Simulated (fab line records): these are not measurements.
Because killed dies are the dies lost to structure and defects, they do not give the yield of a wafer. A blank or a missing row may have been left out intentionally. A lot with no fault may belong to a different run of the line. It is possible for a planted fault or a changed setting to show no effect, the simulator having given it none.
A lot that was struck, set against a sound lot / flow gf180mcu / 16 out of 602 route steps
Sound: the wafers L745.1, L745.3, L745.6. Struck: wafer L758.3 (L758.2, L758.6, from the same lot, were not struck and are left out); the cause is given at the end.
At each step with rows: each side's tool, then ch and its chambers, then its first start. Under that, the readings that differ: sound wafers / struck wafers / difference of the means / sigmas: that difference in standard deviations of wafers without a fault.
alike: readings with means less than 2 such deviations apart, plus words and numbers identical on both sides. not compared: withheld readings, readings lacking a value on some wafer, bounds such as >300 that could conceal the same value, and numbers that have no deviation in the record and whose values overlap.
Wherever a step has rows on one side only, a row that says differs or no value, or a row with sigmas, the two part there. Numbers that have no deviation but don't overlap get no sigmas and don't part them. A reading missing from all wafers of one side parts the sides only when that side holds two or more wafers.

first, 6 steps without rows for these wafers: GF_TOP_METAL_HMDS_08 (prime time 60 s); GF_TOP_METAL_COAT_09 (resist thk 1500 nm); GF_TOP_METAL_SOFTBAKE_10 (time 60 s); GF_TOP_METAL_EXPOSE_11 (exposes mask MetalTop, target cd 440 nm); GF_TOP_METAL_PEB_12; GF_TOP_METAL_DEVELOP_13 (develop time 60 s).
GF_TOP_METAL_CD_MEAS_14 targets a cd of 440 nm.
  struck on cd_sem-01, day 31 19:15; sound on cd_sem-01, day 28 02:56
  alike: cd_nm
GF_TOP_METAL_OVL_MEAS_15:
  struck on overlay-02, day 31 19:22; sound on overlay-01, day 28 03:04
  alike: TOP_METAL_OVL
GF_TOP_METAL_METAL_ETCH_16: etches the open film in Cl2/BCl3, stops on SiO2, target depth 1197 nm, time 199.5 s.
  sound on rie_metal-04 ch 0,1, day 28 03:05; struck on rie_metal-04 ch 1, day 31 19:23
  alike: drypump_motor_current_A, oes_product_au, rf_fwd_power_W, throttle_valve_pct
  not compared: rf_hours_counter_h
GF_TOP_METAL_STRIP_17: strips in O2/N2.
  sound on plasma_asher-04 ch 0, day 28 03:17; struck on plasma_asher-02 ch 0, day 31 19:35
  alike: drypump_motor_current_A, heater_power_w, oes_product_au, strip_time_to_endpoint_s
  not compared: rf_hours_counter_h
then, 2 steps without rows for these wafers: GF_TOP_METAL_STRIP_18 (strips in post etch residue remover, time 1200 s); GF_TOP_METAL_CLEAN_19 (cleans in DIW).
GF_PASSIVATION_CVD_00: deposits SiO2 from TEOS, target thk 1000 nm, time 111.95 s.
  sound on pecvd-04 ch 0,1,2, day 28 03:49; struck on pecvd-04 ch 0, day 31 20:07
reading=run_length_s (s); sound=140.4 140.1 140.2; struck=151.4; difference=+11.2; sigmas=+27
reading=model.SiO2_of_PASSIVATION_CVD_00.thk_nm (nm); sound=979.1 979.9 1008; struck=1079; difference=+90; sigmas=
  alike: heater_power_outer_w, heater_power_w, rf_fwd_power_W
GF_PASSIVATION_THK_MEAS_01:
  struck on film_metro-02, day 31 20:13; sound on film_metro-04, day 28 03:54
reading=PASSIVATION_CVD_00_THK (nm); sound=979 980 1008; struck=1079; difference=+90; sigmas=+6
GF_PASSIVATION_CVD_02: deposits Si3N4, target thk 700 nm, time 486.18 s.
  sound on pecvd-02 ch 0,2, day 28 03:58; struck on pecvd-01 ch 1, day 31 20:16
reading=heater_power_outer_w (W); sound=320 398 429; struck=545; difference=+163; sigmas=+3
reading=heater_power_w (W); sound=575 657 692; struck=937; difference=+296; sigmas=+3
  alike: rf_fwd_power_W, run_length_s
GF_PASSIVATION_PROBE_99:
  only the struck wafers here have rows in the record (prober-01, day 32 15:14); the sound ones have none

== WHERE THEY PART ==
At GF_PASSIVATION_CVD_00 first; at GF_PASSIVATION_PROBE_99 last (within this record only).

WHY: what the simulator had put in
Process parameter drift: pecvd-04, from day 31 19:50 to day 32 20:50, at GF_PASSIVATION_CVD_00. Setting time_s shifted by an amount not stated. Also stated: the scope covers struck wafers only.
